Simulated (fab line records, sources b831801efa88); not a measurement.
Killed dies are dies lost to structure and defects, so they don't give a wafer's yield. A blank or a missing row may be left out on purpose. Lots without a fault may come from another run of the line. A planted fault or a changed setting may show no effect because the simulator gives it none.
Chamber matching | flow gf180mcu | GF_SAB_CVD_00 on pecvd-03: 3 sister chambers
The step deposits SiO2 from TEOS, target thk 50 nm, time 4.9302 s. 3 wafers are shown with their chamber, then 8 later ones without.

WAFERS WITH THEIR CHAMBER
wafer  | chamber | heater_power_w (W)
L976.5 | 1       | 766
L976.6 | 0       | 749
L980.1 | 2       | 527

WAFERS WITHOUT THEIR CHAMBER
wafer  | heater_power_w (W)
L980.2 | 757
L980.5 | 547
L981.1 | 816
L981.4 | 567
L981.5 | 774
L987.1 | 768
L987.3 | 738
L987.6 | 529

WHICH CHAMBER EACH WENT THROUGH
wafer  | from the rows above     | in truth
L980.2 | can't be placed: 0 or 1 | 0
L980.5 | 2                       | 2
L981.1 | can't be placed: 1 or 0 | 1
L981.4 | 2                       | 2
L981.5 | can't be placed: 1 or 0 | 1
L987.1 | can't be placed: 1 or 0 | 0
L987.3 | can't be placed: 0 or 1 | 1
L987.6 | 2                       | 2
Placed correctly: 3 of 8. Can't be placed from these rows: 5 (the true chamber is among the candidates in 5). Placed wrongly: 0.
How it was worked out, from the rows above alone: a wafer's distance from a chamber is the root of the sum, over the readings, of the square of ((its reading less the chamber's mean) divided by the reading's scatter). The wafer belongs to the nearest chamber; if the next one is less than 2 further off, it can't be placed. A chamber's mean is the mean of its shown wafers. The scatter: with one shown wafer a chamber, the root of the mean of the squares of how far each hidden wafer lies from its nearest shown one.
